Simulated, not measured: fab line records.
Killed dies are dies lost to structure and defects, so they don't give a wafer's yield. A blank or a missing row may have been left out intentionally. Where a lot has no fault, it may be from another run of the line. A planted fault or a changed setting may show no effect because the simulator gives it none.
A struck lot beside a sound one || flow sky130 || 15 out of 708 route steps
Sound: wafers L134.1, L134.3, L134.5. Wafers L149.2, L149.4, L149.6 were the ones struck. At the end, the cause is stated.
For every step that has rows: the tool of each side, followed by ch and its chambers, followed by its first start. Under that, the readings that differ: sound wafers || struck wafers || difference of the means || sigmas: that difference in standard deviations of wafers without a fault.
alike: same words and numbers on both sides, and readings whose means sit less than 2 such deviations apart. not compared: any withheld reading, any reading some wafer has no value for, any bound like >300 that may hide the same value, and any number with overlapping values for which the record gives no deviation.
Wherever a step has rows on one side only, a row that says differs or no value, or a row with sigmas, the two part there. When numbers do not overlap yet have no deviation, they are printed without sigmas and do not part them. A reading missing from all wafers of one side parts the sides only when that side holds two or more wafers.

SKY_LOCAL_INTERCONNECT_CD_MEAS_11: the cd target is 170 nm.
  sound: cdSem-02 at day 30 15:35; struck: cdSem-02 at day 35 08:31
  alike: cdNm
SKY_LOCAL_INTERCONNECT_OVL_MEAS_12:
  sound: overlay-02 at day 30 15:43; struck: overlay-01 at day 35 08:37
  alike: LOCAL_INTERCONNECT_OVL
SKY_LOCAL_INTERCONNECT_ETCH_13: etches BARC in N2/H2, stops on SiO2, time 45.9 s, target depth 60 nm.
  sound on rieMetal-03 ch 1, day 30 15:45; struck on rieMetal-03 ch 0,1, day 35 08:39
  alike: chamberPressureMTorr, drypumpMotorCurrentA, oesProductAu, throttleValvePct
  not compared: rfHoursCounterH
SKY_LOCAL_INTERCONNECT_METAL_ETCH_14: etches TiN in Cl2/BCl3, stops on PSG, target depth 110 nm, time 31.4 s.
  sound on rieMetal-03 ch 1, day 30 15:52; struck on rieMetal-03 ch 0,1, day 35 08:43
  alike: chamberPressureMTorr, drypumpMotorCurrentA, oesProductAu, throttleValvePct
  not compared: rfHoursCounterH
SKY_LOCAL_INTERCONNECT_STRIP_15: strips in O2/N2.
  sound on plasmaAsher-02 ch 0,1, day 30 15:59; struck on plasmaAsher-03 ch 0,1, day 35 08:46
  alike: chamberPressureMTorr, drypumpMotorCurrentA, oesProductAu, stripTimeToEndpointS
  not compared: rfHoursCounterH
then, 3 steps without rows for these wafers: SKY_LOCAL_INTERCONNECT_STRIP_16 (strips in post etch residue remover, time 1200 s); SKY_LOCAL_INTERCONNECT_CLEAN_17 (cleans in IPA, time 180 s); SKY_LOCAL_INTERCONNECT_CLEAN_18 (cleans in O3/DIW).
SKY_CONTACT_CVD_00: deposits Si3N4, target thk 75 nm.
  sound on pecvd-04 ch 1,2, day 30 16:37; struck on pecvd-03 ch 0,2, day 35 09:21
  alike: heaterPowerW
SKY_CONTACT_THK_MEAS_01:
  sound: filmMetro-01 at day 30 16:38; struck: filmMetro-03 at day 35 09:24
  alike: CONTACT_CVD_00_THK
then, 1 step without rows for these wafers: SKY_CONTACT_HDPCVD_02 (deposits SiO2, target thk 565 nm, time 94.2 s).
SKY_CONTACT_THK_MEAS_03:
  sound: filmMetro-02 at day 30 16:46; struck: filmMetro-02 at day 35 09:32
  alike: CONTACT_HDPCVD_THK
SKY_CONTACT_CMP_04: polishes SiO2.
  sound on cmp-02 ch 0,3, day 30 16:50; struck on cmp-01 ch 0,2,3, day 35 09:38
{"reading": "headPressurePsi (psi)", "sound": "4.014 4.012 4.011", "struck": "3.220 3.237 3.235", "difference": -0.782, "sigmas": -81}
{"reading": "motorCurrentA (A)", "sound": "15.4 10.2 14.9", "struck": "10.9 10.9 11.3", "difference": -2.5, "sigmas": -2}
{"reading": "timeToEndpointS (s)", "sound": "85 71 85", "struck": "106 101 98", "difference": "+21", "sigmas": "+4"}
SKY_CONTACT_BOW_MEAS_05:
  sound: filmMetro-01 at day 30 17:08; struck: filmMetro-01 at day 35 09:54
  alike: CONTACT_BOW
-- the record jumps here: 14 days lie between the struck wafers' starts before and after (it left off in module CONTACT and takes up again in module PAD_OPEN, whose first step shown is number 708 of the route) --
SKY_PAD_OPEN_PROBE_99:
  sound: prober-02 at day 46 04:25; struck: prober-02 at day 49 12:07
  alike: killed_at_M0_to_M3, killed_at_M4_up, killedAtContacts, killedAtFrontEnd, killedAtOther, killedDies, killedOpen, killedShort

## WHERE THEY PART
At SKY_CONTACT_CMP_04 and nowhere else, as far as this record goes. Later steps at which nothing parts them and some readings are alike: SKY_CONTACT_BOW_MEAS_05, SKY_PAD_OPEN_PROBE_99.

WHY: what the simulator had put in
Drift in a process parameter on cmp-01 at SKY_CONTACT_CMP_04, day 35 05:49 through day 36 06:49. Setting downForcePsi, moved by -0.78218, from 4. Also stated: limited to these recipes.
